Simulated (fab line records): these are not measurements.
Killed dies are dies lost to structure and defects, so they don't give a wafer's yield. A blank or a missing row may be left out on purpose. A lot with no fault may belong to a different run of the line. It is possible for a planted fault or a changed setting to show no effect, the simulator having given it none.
Which of the tools did it? :: flow gf180mcu :: 6 lots, 18 wafers sampled, at 2 steps of a route of 602

WHAT THE GAUGES SHOWED, per wafer
GF_VT_IMPLANT_RS_MEAS_48: uses a four-point probe to measure.
lot: L736
measured: day 8 06:52
on: film-metro-03
LVPWELL_RS (ohm/sq): 1192.0 1196.1 1197.1

lot: L745
measured: day 10 16:29
on: film-metro-03
LVPWELL_RS (ohm/sq): 1201.8 1201.3 1244.2

lot: L748
measured: day 11 11:52
on: film-metro-03
LVPWELL_RS (ohm/sq): 1194.5 1194.3 1196.0

lot: L752
measured: day 12 15:46
on: film-metro-04
LVPWELL_RS (ohm/sq): 1201.7 1204.8 1201.2

lot: L754
measured: day 13 02:46
on: film-metro-04
LVPWELL_RS (ohm/sq): 1198.3 1199.5 1194.1

lot: L756
measured: day 13 16:41
on: film-metro-04
LVPWELL_RS (ohm/sq): 1199.6 1199.3 1200.8

TOOL THAT RAN EACH LOT (tool first, then ch and the chambers of the sampled wafers, then the start)
lot: L736
GF_LVPWELL_IMPLANT_09: implanter-03 ch 0, day 4 07:08

lot: L745
GF_LVPWELL_IMPLANT_09: implanter-03 ch 0, day 6 08:02

lot: L748
GF_LVPWELL_IMPLANT_09: implanter-02 ch 0, day 7 00:37

lot: L752
GF_LVPWELL_IMPLANT_09: implanter-02 ch 0, day 7 22:55

lot: L754
GF_LVPWELL_IMPLANT_09: implanter-02 ch 0, day 8 09:37

lot: L756
GF_LVPWELL_IMPLANT_09: implanter-04 ch 0, day 8 20:52
- GF_LVPWELL_IMPLANT_09

THE ANSWER, worked out from the rows above alone
Rule: usual is defined by the lots themselves. Put in order of their means at a reading, lots are off if they are a third of the lots or fewer, leave a main group of 4 or more, and stand apart from it by a gap of 3 or more times the standard deviation of the main group's means; of several such gaps the widest counts. If all means in a main group match to the digits the tables above print for the reading, that group is not used. Also off: a lot with no number at a reading for which 4 or more lots have one. Where the step has rows for the other lots, those lots are counted as sound.
Off: L745, at GF_VT_IMPLANT_RS_MEAS_48 (LVPWELL_RS). The main group has a mean of 1198.0 ohm/sq with a standard deviation of 2.9.
A tool fits if, at a process step before that reading, it ran every lot that is off, and no sound lot after the first of them. Gauges at GF_VT_IMPLANT_RS_MEAS_48: tried the same way as those tools. One fits: implanter-03 at GF_LVPWELL_IMPLANT_09. A fault onset in the window from L736 (day 4 07:08, its last sound lot) to L745 (day 6 08:02, its first lot off) fits.

WHAT WAS PUT IN BY THE SIMULATOR
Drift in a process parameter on implanter-03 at GF_LVPWELL_IMPLANT_09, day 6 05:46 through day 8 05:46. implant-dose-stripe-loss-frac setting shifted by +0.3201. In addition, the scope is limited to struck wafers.
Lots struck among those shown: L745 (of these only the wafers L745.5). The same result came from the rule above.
